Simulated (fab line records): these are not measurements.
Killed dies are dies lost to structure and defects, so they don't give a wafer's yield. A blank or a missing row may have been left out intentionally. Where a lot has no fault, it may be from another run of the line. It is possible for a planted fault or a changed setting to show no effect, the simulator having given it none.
Problem report, 8D (eight disciplines) form, completed by code / flow sky130 / the parts of the form that need people (team, actions taken, sign-off) are left out

== 1. WHAT IS WRONG ==
SKY_VIA2_CD_MEAS_12, cd_nm: mean 157.6 nm over 1 wafer from 1 lot; wafers with no fault: 200.4 nm, standard deviation 1.2. Relative to the usual mean, that is a shift of -36 standard deviations.
The step: target cd 200 nm.
First observed at day 40 02:07: wafer L735.2, on cd_sem-01. The record holds 36 wafers of 12 lots with a number at this step. By rule, "out" or "out of limits" means more than 4 standard deviations away from the usual mean. The other wafers with a number count as sound.

== 2. WHAT IT IS; WHAT IT IS NOT ==
question=which readings at this step | is=cd_nm | is not=-
question=which lots | is=L735 | is not=L724, L725, L726, L736, L737, L739, L741, L742, L745, L746, L747
question=which wafers of those lots | is=L735.2 | is not=L735.4, L735.5
question=read on which gauges | is=cd_sem-01 | is not=cd_sem-02
question=when | is=from day 40 02:07 | is not=up to then (11 sound wafers); but 24 sound wafers of L736, L737, L739, L741, L742, L745, L746, L747 came after

== 3. THE SUSPECTS, EACH WITH WHAT RULES IT OUT ==
Counting: if a tool at a process step up to the reading ran every lot that is out, it stays a suspect. Sound lots after the first of them don't rule it out here, since some wafers of a struck lot are sound.
- the gauge at SKY_VIA2_CD_MEAS_12: ruled out. All the wafers that are out were read on cd_sem-01, but those of them that SKY_PAD_OPEN_PROBE_99 has rows for are out there too, on other tools.
- pvd_sputter-04 at SKY_METAL1_SPUTTER_00 (material Ti, target thk 15 nm, time 10 s): kept. L735, the lot that is out, went through it at day 35 15:06; up to then, the latest sound lot through it was L725 at day 32 02:08.
- krf_scanner-01 at SKY_VIA2_EXPOSE_09 (exposes mask VIM2, target cd 200 nm): kept. L735, the lot that is out, went through it at day 39 14:58; up to then, the latest sound lot through it was L724 at day 35 17:54.
After counting, pvd_sputter-04 at SKY_METAL1_SPUTTER_00 and krf_scanner-01 at SKY_VIA2_EXPOSE_09 remain.

== 4. THE CAUSE (what the simulator had put in) ==
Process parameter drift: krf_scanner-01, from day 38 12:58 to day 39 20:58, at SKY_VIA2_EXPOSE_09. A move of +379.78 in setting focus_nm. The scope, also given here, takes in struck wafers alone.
Counting leaves 2 suspects; this tool is one of them.

== 5. SEQUENCE OF EFFECTS, ordered by route ==
Each row: a reading whose mean over the struck wafers that have a number lies more than 3 standard deviations from the usual. Scope: only readings with a usual standard deviation given in the record; hours: median across lots of the time from each lot's start at the first step in this table that gives one to its start at this step; sigmas: change in usual standard deviations.
hours=0; step=SKY_VIA2_CD_MEAS_12; reading=cd_nm; usual=200.4 nm; on struck wafers=157.6; change=-42.8; sigmas=-36
hours=211; step=SKY_PAD_OPEN_PROBE_99; reading=defect_limited_yield; usual=82.6 %; on struck wafers=10.6; change=-72.0; sigmas=-38
hours=211; step=SKY_PAD_OPEN_PROBE_99; reading=killed_at_M0_to_M3; usual=42; on struck wafers=400; change=+358; sigmas=+50
hours=211; step=SKY_PAD_OPEN_PROBE_99; reading=killed_dies; usual=86; on struck wafers=440; change=+354; sigmas=+37
hours=211; step=SKY_PAD_OPEN_PROBE_99; reading=killed_on_rim; usual=17; on struck wafers=96; change=+79; sigmas=+21
hours=211; step=SKY_PAD_OPEN_PROBE_99; reading=sort_bin_5_function; usual=10.2 %; on struck wafers=82.1; change=+71.9; sigmas=+48
hours=211; step=SKY_PAD_OPEN_PROBE_99; reading=sort_n_pass; usual=406; on struck wafers=52; change=-354; sigmas=-37
hours=211; step=SKY_PAD_OPEN_PROBE_99; reading=sort_yield_pct; usual=82.6 %; on struck wafers=10.6; change=-72.0; sigmas=-38
Process steps it contains:
- SKY_PAD_OPEN_PROBE_99

== 6. WHAT WOULD HAVE CAUGHT IT SOONER ==
Counted from the fault's start at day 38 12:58, it took 37 hours until the first out-of-limits reading at a measuring or inspecting step in this record, taken at day 40 02:07.
Each of the lots that are out, 1 in all, had begun SKY_VIA2_EXPOSE_09 on krf_scanner-01 no later than day 40 02:07. Tool hold at that time: it would have spared none of them.
